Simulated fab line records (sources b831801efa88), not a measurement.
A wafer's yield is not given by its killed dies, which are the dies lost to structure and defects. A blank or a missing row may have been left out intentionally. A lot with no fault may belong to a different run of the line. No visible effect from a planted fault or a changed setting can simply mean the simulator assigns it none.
fab line records | flow sky130
record lots=11 wafers=33 last-day=50
route steps=708 shown SD_P@329 CONTACT@407
lots with no fault: from the same line, run without faults
start-h: start of the lot's first displayed wafer, in hours after the record's first day | wait-h: hours from the lot's prior step to this one | " as in the row above | L1.1+2: a single row standing in for several wafers | - no value present, or no start provided | * or withheld: withheld | < > ~ a bound
route shown NAME@n: NAME is a module with steps in the file, n the number in the route of the first one | usual: mean/standard deviation of fault-free wafers | same: alike in all rows | chamber/n: place in a boat | sites: each site's reading | _std_site: the standard deviation of these | _edge_site: mean of outer sites minus mean of inner sites | radius-mm: how far each site lies from the wafer's centre | mask NAME#n: copy n | behind: the last tool/chamber to shape the wafer | hold: the reason the lot was held/the length of the hold in hours/how it ended | device: whichever transistor did not switch (one of n, p or np) | end of line: the tests these same wafers got at the end of their route | for a step that has no rows: nothing shown but its recipe | killed: dies that structure and defects cost at the first sort, which is not the same as the wafer's yield | map: a wafer's dies, marking killed ones x, the rest . and places with no die _
set.NAME: the setting as run; set.NAME@STEP: as run at that earlier step | model.NAME: the simulator's own value behind a step, which no gauge read
the route's steps for a sample of lots (tables are steps, rows are wafers)
services: the hour from which a tool's chamber was out of use, counted from the record's first day as start-h (under 0 if before that day), plus the number of hours and why
## steps
# step SKY_SD_P_IMPLANT_09
# recipe species=BF2 energy-kev=20 dose-cm2=3e+15 tilt-deg=0
# usual beam-on-s=13.0/1.1 tilt-deg=-0.005/0.02
# columns lot.wafer tool chamber start-h wait-h beam-on-s tilt-deg
L208.1 implanter-04 0 597.58 0.0 11.9 -0.027
L208.2 " 0 " " 11.5 0.002
L208.3 " 0 " " 12.2 -0.024
L209.1 implanter-04 0 599.10 0.0 11.9 0.011
L209.4 " 0 " " 11.6 0.025
L209.5 " 0 " " 11.7 -0.008
L212.3 implanter-01 0 627.25 0.1 11.3 -0.016
L212.5 " 0 " " 11.6 0.025
L212.6 " 0 " " 11.8 0.003
L213.1 implanter-04 0 636.10 0.0 12.0 0.025
L213.3 " 0 " " 11.8 0.013
L213.4 " 0 " " 12.1 0.026
L214.1 implanter-04 0 646.46 0.0 12.5 0.005
L214.2 " 0 " " 11.9 -0.006
L214.4 " 0 " " 12.0 0.015
L215.3 implanter-04 0 655.18 0.1 11.9 -0.015
L215.5 " 0 " " 12.1 -0.029
L215.6 " 0 " " 12.3 -0.001
L225.1 implanter-03 0 730.23 0.0 14.2 -0.025
L225.3 " 0 " " 14.0 0.007
L225.4 " 0 " " 14.3 -0.021
L226.1 implanter-04 0 743.20 0.0 11.7 -0.025
L226.2 " 0 " " 12.1 -0.015
L226.6 " 0 " " 12.1 -0.001
L228.2 implanter-03 0 749.59 0.0 13.9 -0.024
L228.4 " 0 " " 14.2 -0.024
L228.5 " 0 " " 13.9 0.000
L230.2 implanter-03 0 766.63 0.0 14.4 0.016
L230.3 " 0 " " 13.8 -0.030
L230.4 " 0 " " 14.1 -0.007
L231.2 implanter-04 0 774.35 0.0 12.0 0.007
L231.4 " 0 " " 11.9 0.023
L231.6 " 0 " " 12.0 -0.015
# step SKY_SD_P_STRIP_10
# recipe chemistry=O2/N2 power-w=1400 pressure-mtorr=1500 platen-temp-c=withheld o2-flow-sccm=3000 n2-flow-sccm=300 overash-fraction=0.5
# usual drypump-motor-current-A=5.7/0.32 oes-product-au=0.617/0.0043 strip-time-to-endpoint-s=17.49/0.037
# columns lot.wafer tool chamber start-h wait-h drypump-motor-current-A oes-product-au rf-hours-counter-h strip-time-to-endpoint-s
L208.1 plasma-asher-01 0 597.73 0.1 5.9 0.611 48 17.53
L208.2 " 1 " " 5.8 0.622 48 17.57
L208.3 " 1 " " 5.8 0.613 - 17.55
L209.1 plasma-asher-01 1 599.25 0.1 5.8 0.608 48 17.49
L209.4 " 1 " " 5.8 0.617 - 17.50
L209.5 " 0 " " 5.9 0.612 - 17.47
L212.3 plasma-asher-04 1 627.39 0.1 5.1 0.612 - 17.52
L212.5 " 1 " " 5.0 0.629 - 17.46
L212.6 " 0 " " 5.7 0.613 - 17.47
L213.1 plasma-asher-04 1 636.25 0.1 5.0 0.618 21 17.50
L213.3 " 0 " " 5.7 0.618 - 17.51
L213.4 " 1 " " 5.0 0.609 - 17.52
L214.1 plasma-asher-02 0 646.61 0.1 6.1 0.631 76 17.18
L214.2 " 1 " " 5.7 0.620 76 17.21
L214.4 " 0 " " 6.1 0.625 - 17.24
L215.3 plasma-asher-04 1 655.31 0.1 5.0 0.619 - 17.23
L215.5 " 1 " " 5.0 0.620 - 17.22
L215.6 " 0 " " 5.7 0.626 - 17.22
L225.1 plasma-asher-01 1 730.38 0.1 5.8 0.618 61 17.51
L225.3 " 1 " " 5.8 0.614 - 17.51
L225.4 " 0 " " 5.9 0.613 - 17.47
L226.1 plasma-asher-04 1 743.35 0.1 5.0 0.613 33 17.45
L226.2 " 0 " " 5.8 0.610 33 17.47
L226.6 " 0 " " 5.7 0.614 - 17.46
L228.2 plasma-asher-02 1 749.71 0.1 5.7 0.619 86 17.50
L228.4 " 0 " " 6.1 0.617 - 17.53
L228.5 " 1 " " 5.7 0.623 - 17.47
L230.2 plasma-asher-04 0 766.75 0.1 5.8 0.618 35 17.49
L230.3 " 0 " " 5.7 0.620 - 17.48
L230.4 " 1 " " 5.1 0.621 - 17.46
L231.2 plasma-asher-01 1 774.48 0.1 5.8 0.619 66 17.51
L231.4 " 0 " " 5.9 0.619 - 17.43
L231.6 " 0 " " 5.9 0.616 - 17.49
# step SKY_SD_P_TW_MEAS_11
# usual SD_P_TW=2845/16
# columns lot.wafer tool chamber start-h wait-h SD_P_TW
L208.1 film-metro-03 - 597.83 0.1 2863
L208.2 " - " " 2856
L208.3 " - " " 2862
L209.1 film-metro-04 - 599.35 0.1 2870
L209.4 " - " " 2854
L209.5 " - " " 2849
L212.3 film-metro-04 - 627.47 0.1 2868
L212.5 " - " " 2859
L212.6 " - " " 2855
L213.1 film-metro-01 - 636.35 0.1 2841
L213.3 " - " " 2862
L213.4 " - " " 2854
L214.1 film-metro-03 - 646.71 0.1 2787
L214.2 " - " " 2775
L214.4 " - " " 2785
L215.3 film-metro-03 - 655.40 0.1 2791
L215.5 " - " " 2798
L215.6 " - " " 2778
L225.1 film-metro-03 - 730.48 0.1 2852
L225.3 " - " " 2842
L225.4 " - " " 2845
L226.1 film-metro-01 - 743.45 0.1 2802
L226.2 " - " " 2817
L226.6 " - " " 2815
L228.2 film-metro-01 - 749.82 0.1 2836
L228.4 " - " " 2820
L228.5 " - " " 2839
L230.2 film-metro-03 - 766.86 0.1 2839
L230.3 " - " " 2838
L230.4 " - " " 2839
L231.2 film-metro-04 - 774.59 0.1 2860
L231.4 " - " " 2847
L231.6 " - " " 2867
# step SKY_SD_N_RS_MEAS_17
# recipe thk-meas-gauge=four-point-probe
# usual SD_P_RS=147.1/0.39
# columns lot.wafer tool chamber start-h wait-h SD_P_RS[ohm/sq]
L208.1 film-metro-03 - 654.81 0.1 146.5
L208.2 " - " " 147.0
L208.3 " - " " 146.6
L209.1 film-metro-04 - 658.28 0.1 146.7
L209.4 " - " " 146.9
L209.5 " - " " 147.1
L212.3 film-metro-04 - 683.35 0.1 146.7
L212.5 " - " " 146.8
L212.6 " - " " 146.9
L213.1 film-metro-03 - 692.89 0.1 146.5
L213.3 " - " " 146.9
L213.4 " - " " 146.5
L214.1 film-metro-04 - 703.86 0.1 149.4
L214.2 " - " " 149.2
L214.4 " - " " 149.3
L215.3 film-metro-01 - 712.65 0.1 149.6
L215.5 " - " " 149.1
L215.6 " - " " 149.3
L225.1 film-metro-03 - 785.58 0.1 147.5
L225.3 " - " " 147.6
L225.4 " - " " 148.0
L226.1 film-metro-04 - 797.81 0.1 146.9
L226.2 " - " " 146.8
L226.6 " - " " 147.6
L228.2 film-metro-04 - 803.03 0.1 146.9
L228.4 " - " " 147.5
L228.5 " - " " 147.4
L230.2 film-metro-01 - 820.18 0.1 146.9
L230.3 " - " " 147.5
L230.4 " - " " 147.4
L231.2 film-metro-03 - 829.46 0.1 146.8
L231.4 " - " " 147.0
L231.6 " - " " 147.2
# step SKY_CONTACT_THK_MEAS_01
# recipe reads=Si3N4_of_CONTACT_CVD_00
# usual CONTACT_CVD_00_THK=74.9/1.1
# columns lot.wafer tool chamber start-h wait-h CONTACT_CVD_00_THK[nm]
L208.1 film-metro-03 - 713.12 - 74.7
L208.2 " - " " 76.6
L208.3 " - " " 75.3
L209.1 film-metro-02 - 717.87 - 72.8
L209.4 " - " " 74.1
L209.5 " - " " 72.5
L212.3 film-metro-03 - 742.34 - 74.3
L212.5 " - " " 75.0
L212.6 " - " " 74.4
L213.1 film-metro-02 - 751.26 - 75.7
L213.3 " - " " 75.9
L213.4 " - " " 77.6
L214.1 film-metro-02 - 762.03 - 73.1
L214.2 " - " " 72.3
L214.4 " - " " 73.8
L215.3 film-metro-01 - 770.43 - 73.1
L215.5 " - " " 74.5
L215.6 " - " " 75.5
L225.1 film-metro-03 - 841.99 - 75.8
L225.3 " - " " 75.8
L225.4 " - " " 76.7
L226.1 film-metro-03 - 854.02 - 76.4
L226.2 " - " " 75.0
L226.6 " - " " 76.7
L228.2 film-metro-02 - 859.08 - 74.0
L228.4 " - " " 75.6
L228.5 " - " " 76.1
L230.2 film-metro-01 - 876.10 - 74.8
L230.3 " - " " 74.6
L230.4 " - " " 76.7
L231.2 film-metro-01 - 885.59 - 74.9
L231.4 " - " " 76.6
L231.6 " - " " 76.1
# step SKY_CONTACT_ETCH_18
# recipe target=Si3N4 chemistry=CHF3/O2 stop-on=TiN source-w=600 bias-w=200 pressure-mtorr=40 chf3-flow-sccm=50 O2_flow_sccm=5 time-s=39 target-depth-a=750
# usual drypump-motor-current-A=5.8/0.41 oes-product-au=0.854/0.0085 throttle-valve-pct=8.792/0.0096
# columns lot.wafer tool chamber start-h wait-h drypump-motor-current-A oes-product-au rf-hours-counter-h throttle-valve-pct
L208.1 rie-diel-04 1 - - 6.0 0.850 22 8.789
L208.2 " 2 " " 6.4 0.867 4 8.789
L208.3 " 3 " " 5.7 0.856 22 8.790
L209.1 rie-diel-04 1 - - 5.9 0.843 22 8.787
L209.4 " 0 " " 5.9 0.846 27 8.791
L209.5 " 1 " " 6.0 0.841 - 8.776
L212.3 rie-diel-01 0 - - 4.9 0.844 25 8.764
L212.5 " 1 " " 5.5 0.855 - 8.797
L212.6 " 2 " " 6.1 0.856 - 8.807
L213.1 rie-diel-02 1 - - 5.2 0.853 6 8.799
L213.3 " 2 " " 6.1 0.853 50 8.795
L213.4 " 1 " " 5.2 0.876 - 8.810
L214.1 rie-diel-02 3 - - 5.7 0.841 14 8.795
L214.2 " 1 " " 5.2 0.844 7 8.783
L214.4 " 3 " " 5.6 0.845 - 8.798
L215.3 rie-diel-04 1 - - 5.9 0.836 24 8.792
L215.5 " 0 " " 5.9 0.857 - 8.796
L215.6 " 3 " " 5.7 0.856 - 8.790
L225.1 rie-diel-01 2 - - 6.1 0.854 1 8.780
L225.3 " 3 " " 5.5 0.857 10 8.792
L225.4 " 2 " " 6.2 0.858 - 8.777
L226.1 rie-diel-04 3 - - 5.7 0.861 27 8.794
L226.2 " 2 " " 6.4 0.855 9 8.767
L226.6 " 3 " " 5.7 0.869 - 8.793
L228.2 rie-diel-02 1 - - 5.2 0.849 9 8.804
L228.4 " 2 " " 6.1 0.860 3 8.800
L228.5 " 1 " " 5.2 0.871 - 8.787
L230.2 rie-diel-01 2 - - 6.1 0.852 3 8.799
L230.3 " 1 " " 5.6 0.852 12 8.787
L230.4 " 0 " " 4.9 0.868 0 8.799
L231.2 rie-diel-04 3 - - 5.7 0.861 28 8.791
L231.4 " 0 " " 5.8 0.863 - 8.790
L231.6 " 3 " " 5.7 0.862 - 8.789
# step SKY_CONTACT_RS_MEAS_25
# recipe thk-meas-gauge=four-point-probe reads=W_of_CONTACT_CVD_24+TiN_of_CONTACT_SPUTTER_23
# usual CONTACT_W_RS=0.338/0.0044
# columns lot.wafer tool chamber start-h wait-h CONTACT_W_RS[ohm/sq]
L208.1 film-metro-03 - 742.79 0.1 0.331
L208.2 " - " " 0.330
L208.3 " - " " 0.333
L209.1 film-metro-01 - 747.32 0.1 0.329
L209.4 " - " " 0.333
L209.5 " - " " 0.332
L212.3 film-metro-02 - 770.40 0.1 0.341
L212.5 " - " " 0.348
L212.6 " - " " 0.342
L213.1 film-metro-03 - 779.76 0.2 0.339
L213.3 " - " " 0.339
L213.4 " - " " 0.340
L214.1 film-metro-03 - 790.26 0.1 0.344
L214.2 " - " " 0.334
L214.4 " - " " 0.337
L215.3 film-metro-03 - 798.36 0.1 0.337
L215.5 " - " " 0.333
L215.6 " - " " 0.340
L225.1 film-metro-02 - 869.44 0.1 0.336
L225.3 " - " " 0.333
L225.4 " - " " 0.340
L226.1 film-metro-01 - 881.81 0.1 0.329
L226.2 " - " " 0.336
L226.6 " - " " 0.337
L228.2 film-metro-03 - 887.66 0.1 0.335
L228.4 " - " " 0.333
L228.5 " - " " 0.338
L230.2 film-metro-01 - 903.87 0.1 0.337
L230.3 " - " " 0.342
L230.4 " - " " 0.333
L231.2 film-metro-01 - 912.93 0.1 0.337
L231.4 " - " " 0.343
L231.6 " - " " 0.339
## services
# columns tool chamber start-h hours kind
rie-diel-02 - 584.93 14.6 pm
rie-diel-04 2 616.03 16.7 repair
rie-diel-04 - 617.70 0.5 repair
plasma-asher-01 - 626.76 2.8 pm
implanter-04 - 629.13 4.7 pm
rie-diel-01 2 637.11 12.1 repair
plasma-asher-01 - 647.84 2.0 repair
rie-diel-02 1 654.79 8.2 repair
rie-diel-02 0 672.54 9.5 repair
implanter-04 - 678.88 4.5 pm
plasma-asher-01 - 684.47 0.5 repair
implanter-03 - 686.66 3.2 pm
rie-diel-01 - 724.93 0.3 repair
rie-diel-04 3 735.03 1.8 repair
rie-diel-02 2 754.80 20.3 repair
implanter-04 - 756.00 3.2 repair
rie-diel-02 3 766.22 14.3 repair
implanter-04 - 770.75 3.4 repair
implanter-04 - 843.91 2.5 repair
plasma-asher-04 - 851.89 6.8 repair
plasma-asher-01 - 865.62 2.9 repair
implanter-04 - 866.92 1.7 repair
rie-diel-04 1 898.57 21.4 repair
implanter-04 - 900.70 3.4 repair
## key
first-sign step=SKY_SD_P_STRIP_10 reading=strip-time-to-endpoint-s direction=down sigmas=7.3 usual=* struck=*
effect step=SKY_SD_P_TW_MEAS_11 reading=SD_P_TW direction=down sigmas=3.6 usual=2845 struck=2786
effect step=SKY_SD_N_RS_MEAS_17 reading=SD_P_RS direction=up sigmas=5.8 usual=147.1 struck=149.3
met-at SKY_SD_P_IMPLANT_09
struck-lots L214,L215
tester-left-out L214,L215
not-acting-at SKY_CONTACT_THK_MEAS_01,SKY_CONTACT_ETCH_18,SKY_CONTACT_RS_MEAS_25
onset-between 636.10 646.46
fault kind=process-parameter-drift tool=implanter-04 chamber=- onset-h=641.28 steps=SKY_SD_P_IMPLANT_09 channel=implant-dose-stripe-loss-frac offset=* shape=step end-h=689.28
# tester-left-out: of these lots the tester's yield and bins aren't shown, on N5 and GAA mostly nor the transistor test; their killed dies are dies lost to structure and defects alone, not to doping, threshold or leakage, so they don't give the yield
